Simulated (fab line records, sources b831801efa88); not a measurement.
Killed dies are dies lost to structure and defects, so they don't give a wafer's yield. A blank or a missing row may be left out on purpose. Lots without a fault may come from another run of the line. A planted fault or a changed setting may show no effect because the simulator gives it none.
Which tool did it? | flow sky130 | 14 lots, 42 wafers sampled, at 5 steps of a route of 708

WHAT THE GAUGES READ, wafer by wafer
SKY_PWDE_OVL_MEAS_07. Usual: PWDE_OVL -0.9 nm, standard deviation 1.4.
lot  | measured    | on         | PWDE_OVL (nm)  | flag
L517 | day 4 02:28 | overlay-01 | -1.6 -1.3 -0.5 |
L519 | day 4 18:43 | overlay-02 | 0.2 0.9 -0.9   |
L520 | day 4 21:13 | overlay-02 | 0.5 0.4 -1.6   |
L521 | day 5 03:56 | overlay-02 | -1.3 -0.2 -1.1 |
L522 | day 5 08:25 | overlay-01 | -2.4 -1.5 -2.7 |
L524 | day 5 18:08 | overlay-02 | -0.2 -0.1 -1.0 |
L525 | day 6 01:37 | overlay-01 | -0.1 0.5 2.2   |
L527 | day 6 11:23 | overlay-01 | 0.5 -2.3 -1.7  |
L529 | day 6 20:13 | overlay-02 | -3.4 -1.8 -2.9 |
L532 | day 7 15:55 | overlay-02 | -0.3 -1.3 -3.2 |
L538 | day 9 00:29 | overlay-02 | 0.0 0.3 -0.8   |
L539 | day 9 05:43 | overlay-01 | 1.8 1.5 1.2    |

SKY_NWELL_RS_MEAS_31: measures by four-point-probe. Usual: PWDE_RS 5272 ohm/sq, standard deviation 17.
lot  | measured     | on            | PWDE_RS (ohm/sq) | flag
L517 | day 5 14:31  | film_metro-03 | 5278 5277 5266   |
L519 | day 6 09:10  | film_metro-03 | 5259 5240 5253   |
L520 | day 6 12:07  | film_metro-02 | 5304 5275 5264   |
L521 | day 6 18:50  | film_metro-02 | 5285 5273 5280   |
L522 | day 7 00:34  | film_metro-04 | 5293 5297 5286   |
L524 | day 7 10:13  | film_metro-02 | 5260 5264 5276   |
L525 | day 7 18:47  | film_metro-04 | 5278 5278 5282   |
L527 | day 8 05:25  | film_metro-03 | 5289 5290 5286   |
L529 | day 8 14:38  | film_metro-04 | 5251 5263 5259   |
L532 | day 9 10:13  | film_metro-04 | 5286 5317 5296   |
L538 | day 10 23:47 | film_metro-03 | 5240 5251 5239   |
L539 | day 11 05:46 | film_metro-02 | 5262 5259 5280   |

WHICH TOOL RAN EACH LOT (tool, then ch and the chambers of the sampled wafers, then the start)
lot  | SKY_FIELD_ISO_ETCH_14             | SKY_FIELD_ISO_ETCH_15             | SKY_FIELD_ISO_STRIP_16
L517 | rie_diel-04 ch 0,1,3, day 2 10:38 | rie_diel-04 ch 0,1,3, day 2 10:40 | plasma_asher-02 ch 0,1, day 2 10:44
L519 | rie_diel-04 ch 0,2,3, day 2 21:36 | rie_diel-04 ch 0,2,3, day 2 21:39 | plasma_asher-02 ch 0,1, day 2 21:42
L520 | rie_diel-04 ch 0,3, day 3 01:15   | rie_diel-04 ch 0,3, day 3 01:18   | plasma_asher-03 ch 0,1, day 3 01:21
L521 | rie_diel-01 ch 0,2, day 3 07:15   | rie_diel-01 ch 0,2, day 3 07:18   | plasma_asher-02 ch 0,1, day 3 07:21
L522 | rie_diel-01 ch 0,1,3, day 3 11:18 | rie_diel-01 ch 0,1,3, day 3 11:21 | plasma_asher-03 ch 0,1, day 3 11:24
L524 | rie_diel-02 ch 0,1,3, day 3 23:39 | rie_diel-02 ch 0,1,3, day 3 23:42 | plasma_asher-01 ch 0,1, day 3 23:45
L525 | rie_diel-04 ch 2,3, day 4 05:11   | rie_diel-04 ch 2,3, day 4 05:13   | plasma_asher-02 ch 0,1, day 4 05:17
L527 | rie_diel-01 ch 1,2,3, day 4 13:47 | rie_diel-01 ch 1,2,3, day 4 13:49 | plasma_asher-01 ch 0,1, day 4 13:55
L529 | rie_diel-01 ch 0,3, day 5 00:33   | rie_diel-01 ch 0,3, day 5 00:35   | plasma_asher-03 ch 0,1, day 5 00:41
L532 | rie_diel-01 ch 0,1,3, day 5 16:45 | rie_diel-01 ch 0,1,3, day 5 16:48 | plasma_asher-02 ch 0,1, day 5 16:51
L535 | rie_diel-02 ch 0,2, day 6 08:53   | rie_diel-02 ch 0,2, day 6 08:55   | plasma_asher-03 ch 0,1, day 6 08:59
L536 | rie_diel-04 ch 0,1,3, day 6 14:54 | rie_diel-04 ch 0,1,3, day 6 14:57 | plasma_asher-03 ch 0,1, day 6 15:00
L538 | rie_diel-01 ch 0,3, day 6 22:44   | rie_diel-01 ch 0,3, day 6 22:46   | plasma_asher-01 ch 0,1, day 6 22:52
L539 | rie_diel-01 ch 1,2, day 7 04:14   | rie_diel-01 ch 1,2, day 7 04:16   | plasma_asher-01 ch 0,1, day 7 04:20
- SKY_FIELD_ISO_ETCH_14: etches BARC in N2/H2, stops on SiO2, time 45.9 s, target depth 60 nm.
- SKY_FIELD_ISO_ETCH_15: etches the open film in CHF3/O2, stops on Si, target depth 180 nm, time 72 s.
- SKY_FIELD_ISO_STRIP_16: strips in O2/N2.

WHAT THE TOOLS THEMSELVES READ (means of the sampled wafers that have a number; where no wafer has one, the mark that the record gives instead)
SKY_FIELD_ISO_ETCH_14. Usual: bias_w 100.0 W, standard deviation 0.31; chamber_pressure_mTorr 30.000 mTorr, standard deviation 0.028; drypump_motor_current_A 5.7 A, standard deviation 0.46; oes_product_au 0.854 a.u., standard deviation 0.0046; rf_fwd_power_W 494.0 W, standard deviation 1.7; throttle_valve_pct 13.225 %, standard deviation 0.0088.
lot  | tool        | bias_w (W) | chamber_pressure_mTorr (mTorr) | drypump_motor_current_A (A) | oes_product_au (a.u.) | rf_fwd_power_W (W) | throttle_valve_pct (%) | flag
L517 | rie_diel-04 | 99.9       | 29.999                         | 5.1                         | 0.851                 | 493.5              | 13.222                 |
L519 | rie_diel-04 | 100.3      | 30.040                         | 5.5                         | 0.857                 | 495.6              | 13.219                 |
L520 | rie_diel-04 | 100.1      | 30.033                         | 5.0                         | 0.854                 | 495.4              | 13.228                 |
L521 | rie_diel-01 | 100.1      | 29.965                         | 5.7                         | 0.854                 | 494.5              | 13.225                 |
L522 | rie_diel-01 | 99.7       | 30.012                         | 5.9                         | 0.857                 | 494.1              | 13.215                 |
L524 | rie_diel-02 | 99.9       | 29.982                         | 5.9                         | 0.855                 | 495.5              | 13.233                 |
L525 | rie_diel-04 | 99.9       | 29.986                         | 5.9                         | 0.851                 | 493.9              | 13.216                 |
L527 | rie_diel-01 | 100.1      | 29.975                         | 5.8                         | 0.858                 | 493.1              | 13.222                 |
L529 | rie_diel-01 | 100.0      | 29.984                         | 5.9                         | 0.854                 | 492.8              | 13.215                 |
L532 | rie_diel-01 | 100.0      | 29.996                         | 6.0                         | 0.855                 | 494.8              | 13.226                 |
L535 | rie_diel-02 | -          | -                              | -                           | -                     | -                  | -                      | OFF
L536 | rie_diel-04 | -          | -                              | -                           | -                     | -                  | -                      | OFF
L538 | rie_diel-01 | 99.9       | 29.985                         | 6.0                         | 0.854                 | 493.2              | 13.225                 |
L539 | rie_diel-01 | 100.3      | 30.004                         | 5.7                         | 0.853                 | 493.6              | 13.225                 |

SKY_FIELD_ISO_ETCH_15. Usual: O2_flow_sccm 4.998 sccm, standard deviation 0.015; bias_w 199.8 W, standard deviation 0.7; drypump_motor_current_A 5.7 A, standard deviation 0.45; oes_product_au 0.944 a.u., standard deviation 0.007; rf_fwd_power_W 595.0 W, standard deviation 2.2; throttle_valve_pct 8.845 %, standard deviation 0.0098.
lot  | tool        | O2_flow_sccm (sccm) | bias_w (W) | drypump_motor_current_A (A) | oes_product_au (a.u.) | rf_fwd_power_W (W) | throttle_valve_pct (%) | flag
L517 | rie_diel-04 | 4.981               | 199.7      | 5.2                         | 0.944                 | 593.8              | 8.844                  |
L519 | rie_diel-04 | 5.003               | 199.6      | 5.4                         | 0.941                 | 594.6              | 8.849                  |
L520 | rie_diel-04 | 4.981               | 200.2      | 5.0                         | 0.943                 | 596.9              | 8.833                  |
L521 | rie_diel-01 | 5.002               | 199.6      | 5.7                         | 0.941                 | 593.0              | 8.859                  |
L522 | rie_diel-01 | 4.994               | 199.8      | 5.9                         | 0.937                 | 595.1              | 8.849                  |
L524 | rie_diel-02 | 4.997               | 200.5      | 5.8                         | 0.945                 | 597.1              | 8.850                  |
L525 | rie_diel-04 | 4.984               | 200.5      | 5.8                         | 0.942                 | 596.1              | 8.850                  |
L527 | rie_diel-01 | 5.016               | 199.6      | 5.8                         | 0.947                 | 594.1              | 8.848                  |
L529 | rie_diel-01 | 4.991               | 199.2      | 5.9                         | 0.949                 | 596.6              | 8.849                  |
L532 | rie_diel-01 | 4.999               | 200.3      | 5.9                         | 0.948                 | 593.8              | 8.842                  |
L535 | rie_diel-02 | 5.013               | 199.4      | 6.1                         | 0.374                 | 597.1              | 8.669                  | OFF
L536 | rie_diel-04 | 5.003               | 199.5      | 5.2                         | 0.373                 | 593.6              | 8.675                  | OFF
L538 | rie_diel-01 | 5.002               | 200.2      | 5.9                         | 0.948                 | 595.6              | 8.860                  |
L539 | rie_diel-01 | 5.003               | 199.2      | 5.7                         | 0.944                 | 597.1              | 8.843                  |

SKY_FIELD_ISO_STRIP_16. Usual: drypump_motor_current_A 5.8 A, standard deviation 0.51; oes_product_au 0.377 a.u., standard deviation 0.0052; strip_time_to_endpoint_s 3.53 s, standard deviation 0.04.
lot  | tool            | drypump_motor_current_A (A) | oes_product_au (a.u.) | strip_time_to_endpoint_s (s) | flag
L517 | plasma_asher-02 | 5.6                         | 0.376                 | 3.55                         |
L519 | plasma_asher-02 | 5.5                         | 0.370                 | 3.52                         |
L520 | plasma_asher-03 | 6.5                         | 0.375                 | 3.55                         |
L521 | plasma_asher-02 | 5.5                         | 0.377                 | 3.48                         |
L522 | plasma_asher-03 | 6.2                         | 0.373                 | 3.56                         |
L524 | plasma_asher-01 | 5.3                         | 0.379                 | 3.51                         |
L525 | plasma_asher-02 | 5.5                         | 0.375                 | 3.51                         |
L527 | plasma_asher-01 | 5.3                         | 0.377                 | 3.50                         |
L529 | plasma_asher-03 | 6.2                         | 0.376                 | 3.52                         |
L532 | plasma_asher-02 | 5.5                         | 0.380                 | 3.52                         |
L535 | plasma_asher-03 | 6.2                         | 0.400                 | 4.02                         | OFF
L536 | plasma_asher-03 | 6.2                         | 0.399                 | 4.01                         | OFF
L538 | plasma_asher-01 | 5.3                         | 0.379                 | 3.58                         |
L539 | plasma_asher-01 | 5.2                         | 0.382                 | 3.53                         |

THE ANSWER, worked out from the rows above alone
Rule: a lot is off if the mean of its wafers that have a number lies more than 3 standard deviations from the usual mean. A lot without any number at a reading at which 4 lots or more have one is off too. The other lots that the step has rows for count as sound. The gauges are gone through in route order, then the tools' own readings, and for those a lot's mean is taken as printed above. The first step at which some lot is off is used, and at that step the reading that is off furthest; a lot without a number counts as furthest.
Off: L535, L536, at SKY_FIELD_ISO_ETCH_14 (bias_w). Without a number there: L535, L536.
A tool fits if, at that step or a process step before it, it ran every lot that is off, and no sound lot after the first of them. None of those tried fits.

WHAT THE SIMULATOR HAD PUT IN
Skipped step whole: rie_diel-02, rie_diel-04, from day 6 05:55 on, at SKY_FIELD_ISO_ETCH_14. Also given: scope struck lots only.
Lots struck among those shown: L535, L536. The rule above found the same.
